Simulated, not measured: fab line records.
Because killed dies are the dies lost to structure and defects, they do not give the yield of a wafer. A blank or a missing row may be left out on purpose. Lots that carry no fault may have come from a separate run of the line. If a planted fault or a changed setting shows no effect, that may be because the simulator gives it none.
Struck lot and sound lot, side by side / flow sky130 / 15 steps out of a route of 708
Sound: the wafers L811.1, L811.3, L811.6. The struck wafers were L805.3, L805.4, L805.5. At the end, the cause is stated.
Each step with rows lists, per side, the tool, then ch with its chambers, then its first start. Under that, the readings that differ: sound wafers / struck wafers / difference of the means / sigmas: that difference in standard deviations of wafers without a fault.
alike: same words and numbers on both sides, and readings whose means sit less than 2 such deviations apart. not compared: any withheld reading, any reading some wafer has no value for, any bound like >300 that may hide the same value, and any number with overlapping values for which the record gives no deviation.
A row with sigmas, a row that says differs or no value, or rows on one side alone: a step with any of these is where the two part. Numbers that have no deviation but don't overlap get no sigmas and don't part them. Lack of a reading on every wafer of one side parts them only where that side has two or more wafers.

first, 4 steps without rows for these wafers: SKY_LDD_N_IMPLANT_12; SKY_LDD_N_IMPLANT_13; SKY_LDD_N_IMPLANT_14; SKY_LDD_N_IMPLANT_15.
SKY_LDD_N_STRIP_16: strips in O2/N2.
  sound on plasma-asher-03 ch 0,1, day 23 07:11; struck on plasma-asher-01 ch 0,1, day 21 11:31
reading=strip-time-to-endpoint-s (s); sound=4.313 4.326 4.357; struck=4.314 4.289 4.293; difference=-0.033; sigmas=-2
  alike: drypump-motor-current-A, oes-product-au
  not compared: rf-hours-counter-h
SKY_LDD_N_TW_MEAS_17:
  sound on film-metro-02, day 23 07:17; struck on film-metro-01, day 21 11:37
  alike: LDD_N_TW
then, 6 steps without rows for these wafers: SKY_LDD_P_DEHYDRATE_00 (time 60 s); SKY_LDD_P_HMDS_01 (prime time 60 s); SKY_LDD_P_COAT_02 (resist thk 1140 nm); SKY_LDD_P_SOFTBAKE_03 (time 60 s); SKY_LDD_P_EXPOSE_04 (exposes mask PSDM, target cd 380 nm); SKY_LDD_P_PEB_05.
SKY_LDD_P_DEVELOP_06: develop time 60 s.
  sound on litho-track-03 ch 0, day 24 12:11; struck on litho-track-01 ch 0, day 22 18:04
reading=developer-temp-C (C); sound=22.88 22.91 22.91; struck=22.27 22.21 22.20; difference=-0.67; sigmas=-6
  alike: chill-plate-temp-C
SKY_LDD_P_CD_MEAS_07: the cd target is 380 nm.
  sound on cd-sem-01, day 24 12:20; struck on cd-sem-02, day 22 18:12
  alike: cd-nm
-- here the record skips 25 days between the struck wafers' starts before and after, leaving off in module LDD_P and picking up in module PAD_OPEN (first step shown: number 708 of the route) --
SKY_PAD_OPEN_PROBE_99:
  sound on prober-02, day 49 08:02; struck on prober-01, day 48 04:29
  alike: killed_at_M0_to_M3, killed_at_M4_up, killed-at-contacts, killed-at-front-end, killed-at-other, killed-dies, killed-open, killed-short

== WHERE THEY PART ==
Last at SKY_LDD_P_DEVELOP_06 as far as this record goes, first at SKY_LDD_N_STRIP_16. Later steps at which nothing parts them and some readings are alike: SKY_LDD_P_CD_MEAS_07, SKY_PAD_OPEN_PROBE_99.

WHY: what had been put in by the simulator
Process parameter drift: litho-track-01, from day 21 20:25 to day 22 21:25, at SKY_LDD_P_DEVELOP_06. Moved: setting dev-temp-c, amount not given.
